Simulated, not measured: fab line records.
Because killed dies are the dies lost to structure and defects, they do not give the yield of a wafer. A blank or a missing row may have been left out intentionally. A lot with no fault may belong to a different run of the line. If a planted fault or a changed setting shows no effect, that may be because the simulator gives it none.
Code-filled problem report in 8D (eight disciplines) form + flow sky130 + the parts of the form that need people (team, actions taken, sign-off) are left out

== 1. WHAT IS WRONG ==
METAL2_ALCU_RS at SKY_METAL2_RS_MEAS_05 reads a mean of 0.1895 ohm/sq on 4 wafers of 2 lots; wafers without a fault read 0.1271 ohm/sq with a standard deviation of 0.0014. Measured from the usual mean, that is +45 standard deviations.
The step: measures by four-point-probe.
First seen on wafer L320.6, day 36 01:53, on filmMetro-04. At this step, 30 wafers from 10 lots have a number in the record. Rule for "out", or "out of limits": more than 4 standard deviations from the usual mean. The rest of the wafers with a number are treated as sound.

== 2. WHAT THIS IS AND IS NOT ==
| question                    | is                             | is not                                                                                       |
|-----------------------------|--------------------------------|----------------------------------------------------------------------------------------------|
| which readings at this step | METAL2_ALCU_RS                 | -                                                                                            |
| which lots                  | L320, L321                     | L314, L317, L318, L327, L330, L331, L332, L336                                               |
| which wafers of those lots  | L320.6, L321.2, L321.3, L321.6 | L320.4, L320.5                                                                               |
| read on which gauges        | filmMetro-01, filmMetro-04     | filmMetro-03                                                                                 |
| when                        | from day 36 01:53              | up to then (11 sound wafers); but 15 sound wafers of L327, L330, L331, L332, L336 came after |

== 3. WHAT RULES OUT EACH SUSPECT ==
Counting: a tool at a process step up to the reading stays a suspect if it ran every lot that is out. Sound lots after the first of them don't rule it out here, since some wafers of a struck lot are sound.
- the gauge at SKY_METAL2_RS_MEAS_05: ruled out. Those wafers that are out were read across 2 gauges (filmMetro-01, filmMetro-04).
- pvdSputter-03 at SKY_METAL2_SPUTTER_02 (material AlCu, target thk 250 nm, time 13.3 s): kept. Every lot that is out went through it, the first being L320 (day 36 01:44); the last sound lot it ran before that was L317 (day 35 02:17).
- pvdSputter-03 at SKY_METAL2_SPUTTER_03 (material Ti, target thk 5 nm, time 3.3 s): kept. Every lot that is out went through it, the first being L320 (day 36 01:46); the last sound lot it ran before that was L317 (day 35 02:19).
The count leaves pvdSputter-03 at SKY_METAL2_SPUTTER_03 and pvdSputter-03 at SKY_METAL2_SPUTTER_02.

== 4. THE CAUSE (what the simulator had put in) ==
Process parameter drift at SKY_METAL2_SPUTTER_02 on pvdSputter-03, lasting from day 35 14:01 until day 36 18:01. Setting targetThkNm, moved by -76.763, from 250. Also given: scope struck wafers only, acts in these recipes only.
Counting left 2 suspects, and this tool is among them.

== 5. SEQUENCE OF EFFECTS, ordered by route ==
One row per reading whose mean, taken over the struck wafers that have a number, lies over 3 standard deviations from the usual. Scope: only readings with a usual standard deviation given in the record; hours: median across lots of the time from each lot's start at the first step in this table that gives one to its start at this step; sigmas: change in usual standard deviations.
| hours | step                     | reading         | usual         | on struck wafers | change  | sigmas |
|-------|--------------------------|-----------------|---------------|------------------|---------|--------|
| 0     | SKY_METAL2_RS_MEAS_05    | METAL2_ALCU_RS  | 0.1271 ohm/sq | 0.1895           | +0.0624 | +45    |
| 0     | SKY_METAL2_THK_MEAS_06   | METAL2_ALCU_THK | 251 nm        | 171              | -80     | -27    |
| 26    | SKY_METAL2_METAL_ETCH_19 | oesProductAu    | 0.854 a.u.    | 0.775            | -0.079  | -14    |
Process steps it contains:
- SKY_METAL2_METAL_ETCH_19: etches the open film in Cl2/BCl3, stops on SiO2, target depth 360 nm, time 78 s.

== 6. WHAT WOULD HAVE CAUGHT IT SOONER ==
12 hours passed between the start of the fault at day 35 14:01 and the first reading out of limits at a measuring or inspecting step in this record, taken at day 36 01:53.
Tool readings at SKY_METAL2_SPUTTER_02 with a usual standard deviation given in the record: none out on any struck wafer, hence no alarm at a limit of 4 standard deviations on them.
L321, from the lots that are out (2), started SKY_METAL2_SPUTTER_02 on pvdSputter-03 later than day 36 01:53. A tool hold placed at that time would have kept it from harm.
